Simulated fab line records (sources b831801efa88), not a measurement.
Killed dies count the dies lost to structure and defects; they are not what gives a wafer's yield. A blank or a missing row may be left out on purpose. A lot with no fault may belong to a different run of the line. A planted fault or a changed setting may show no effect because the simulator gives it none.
Struck lot and sound lot, side by side | flow sky130 | 15 out of 708 route steps
Sound: the wafers L782.1, L782.3, L782.6. Struck: wafers L774.2, L774.6. The cause is named last.
For every step that has rows: the tool of each side, followed by ch and its chambers, followed by its first start. Under that, the readings that differ: sound wafers | struck wafers | difference of the means | sigmas: that difference in standard deviations of wafers without a fault.
alike: readings whose means differ by less than 2 such deviations, and words and numbers that are the same on both sides. not compared: withheld readings, readings that some wafer has no value for, bounds like >300 that may hide the same value, and numbers for which the record gives no deviation and whose values overlap.
Wherever a step has rows on one side only, a row that says differs or no value, or a row with sigmas, the two part there. Numbers that have no deviation but don't overlap get no sigmas and don't part them. Lack of a reading on every wafer of one side parts them only where that side has two or more wafers.

first, 5 steps without rows for these wafers: SKY_LI_CONTACT_COAT_07 (resist thk 450 nm); SKY_LI_CONTACT_SOFTBAKE_08 (time 90 s); SKY_LI_CONTACT_EXPOSE_09 (exposes mask LICM1, target cd 170 nm); SKY_LI_CONTACT_PEB_10; SKY_LI_CONTACT_DEVELOP_11 (develop time 60 s).
SKY_LI_CONTACT_CD_MEAS_12 targets a cd of 170 nm.
  sound on cd-sem-01, day 36 09:56; struck on cd-sem-01, day 33 21:31
  alike: cd-nm
SKY_LI_CONTACT_OVL_MEAS_13:
  sound on overlay-02, day 36 10:03; struck on overlay-01, day 33 21:38
  alike: LI_CONTACT_OVL
SKY_LI_CONTACT_ETCH_14: etches BARC in N2/H2, stops on SiO2, time 45.9 s, target depth 60 nm.
  sound on rie-diel-04 ch 0,1,3, day 36 10:05; struck on rie-diel-04 ch 2,3, day 33 21:40
  alike: drypump-motor-current-A, oes-product-au, throttle-valve-pct
  not compared: rf-hours-counter-h
SKY_LI_CONTACT_ETCH_15: etches PSG in C4F8/O2/Ar, stops on Si, target depth 600 nm.
  sound on rie-diel-04 ch 0,1,3, day 36 10:08; struck on rie-diel-04 ch 2,3, day 33 21:42
  alike: oes-product-au
SKY_LI_CONTACT_STRIP_16: strips in O2/N2.
  sound on plasma-asher-01 ch 0,1, day 36 10:13; struck on plasma-asher-04 ch 1, day 33 21:47
  alike: drypump-motor-current-A, oes-product-au, strip-time-to-endpoint-s
  not compared: rf-hours-counter-h
then, 2 steps without rows for these wafers: SKY_LI_CONTACT_CLEAN_17 (cleans in NMP, time 600 s); SKY_LI_CONTACT_PRE_CLEAN_18 (time 5.6 s).
SKY_LI_CONTACT_SPUTTER_19: material Ti, target thk 20 nm, time 106.37 s.
  sound on pvd-sputter-02, day 36 10:32; struck on pvd-sputter-02, day 33 22:09
  reading                                       | sound            | struck      | difference | sigmas
  model.Ti_of_LI_CONTACT_SPUTTER_19.thk-nm (nm) | 19.71 19.52 19.5 | 16.81 16.46 | -2.94      |
  alike: throttle-valve-pct
SKY_LI_CONTACT_SPUTTER_20: material TiN, target thk 20 nm, time 80 s.
  sound on pvd-sputter-02, day 36 10:36; struck on pvd-sputter-02, day 33 22:14
  alike: throttle-valve-pct
following that, these wafers have no rows for 1 step: SKY_PAD_OPEN_PROBE_99.

== WHERE THEY PART ==
Nowhere in this record.

WHY: what had been put in by the simulator
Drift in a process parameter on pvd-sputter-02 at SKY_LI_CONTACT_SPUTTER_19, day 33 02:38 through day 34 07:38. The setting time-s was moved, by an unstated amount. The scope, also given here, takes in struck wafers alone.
